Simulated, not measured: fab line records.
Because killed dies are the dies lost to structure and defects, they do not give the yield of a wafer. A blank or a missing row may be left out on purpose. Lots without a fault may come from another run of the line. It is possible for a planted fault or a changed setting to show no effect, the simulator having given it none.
Comparing a struck lot with a sound one | flow gf180mcu | 14 out of 602 route steps
Sound: the wafers L505.1, L505.5, L505.6. Wafers struck: L515.2, L515.3, L515.5. The cause is given at the end.
Each step with rows lists, per side, the tool, then ch with its chambers, then its first start. Under that, the readings that differ: sound wafers | struck wafers | difference of the means | sigmas: that difference in standard deviations of wafers without a fault.
alike: a reading whose means differ by less than 2 such deviations, as well as words and numbers matching on both sides. not compared: withheld readings; readings where some wafer has no value; bounds like >300 that might hide an equal value; numbers whose values overlap and for which the record gives no deviation.
The two part at a step that has a row with sigmas, a row that says differs or no value, or rows on one side only. Numbers that don't overlap but have no deviation are shown without sigmas and don't part them. A reading that every wafer of one side lacks parts them only if that side has two wafers or more.

GF_POLY_GATE_OVL_MEAS_11:
  sound on overlay-02 at day 9 17:59; struck on overlay-02 at day 12 15:08
  alike: POLY_GATE_OVL
GF_POLY_GATE_ETCH_12: etches BARC in N2/H2.
  sound on rie diel-01 ch 0,1, day 9 18:01; struck on rie diel-04 ch 0,2,3, day 12 15:10
  alike: drypump motor current A, oes product au, throttle valve pct
GF_POLY_GATE_ETCH_13: etches poly-Si in HBr/Cl2, stops on SiO2, target depth 198.5 nm, time 69.6 s.
  sound on rie si-01 ch 0,1,3, day 9 18:04; struck on rie si-01 ch 0,1,3, day 12 15:13
  alike: drypump motor current A, oes product au, throttle valve pct
  not compared: rf hours counter h
GF_POLY_GATE_STRIP_14: strips in O2/N2.
  sound on plasma asher-01 ch 0,1, day 9 18:08; struck on plasma asher-01 ch 0,1, day 12 15:16
  reading               | sound             | struck            | difference | sigmas
  oes product au (a.u.) | 0.500 0.501 0.498 | 0.507 0.517 0.511 | +0.012     | +3
  alike: drypump motor current A, heater power w
  not compared: rf hours counter h
then, 2 steps without rows for these wafers: GF_POLY_GATE_CLEAN_15 (cleans in SC1/SC2, time 150 s); GF_POLY_GATE_OXIDATION_16 (stabilise 600 s, purge 300 s, target thk 4 nm).
GF_POLY_GATE_THK_MEAS_17:
  sound on film metro-02 at day 9 20:46; struck on film metro-03 at day 12 16:51
  alike: POLY_GATE_OXIDATION_THK
GF_POLY_GATE_CD_MEAS_18:
  sound on cd sem-01 at day 9 20:49; struck on cd sem-01 at day 12 16:56
  alike: cd nm
then, 4 steps without rows for these wafers: GF_HV_LDD_DEHYDRATE_00 (time 60 s); GF_HV_LDD_HMDS_01 (prime time 60 s); GF_HV_LDD_COAT_02 (resist thk 1000 nm); GF_HV_LDD_SOFTBAKE_03 (time 60 s).
GF_HV_LDD_EXPOSE_04: exposes mask Nplus LV AREA, target cd 400 nm.
  sound on iline stepper-01 ch 0, day 10 06:00; struck on iline stepper-01, day 13 03:25
  no value came back on the struck wafers for exposure dose mJ cm2, focus offset nm (nm), na, reticle temp C (C); on the sound wafers exposure dose mJ cm2 reads 139.92 140.21 140.07
  alike: mask
following that, these wafers have no rows for 1 step: GF_HV_LDD_PEB_05.

WHERE THEY PART
Last at GF_HV_LDD_EXPOSE_04 as far as this record goes, first at GF_POLY_GATE_STRIP_14.

WHY: whatever the simulator had introduced
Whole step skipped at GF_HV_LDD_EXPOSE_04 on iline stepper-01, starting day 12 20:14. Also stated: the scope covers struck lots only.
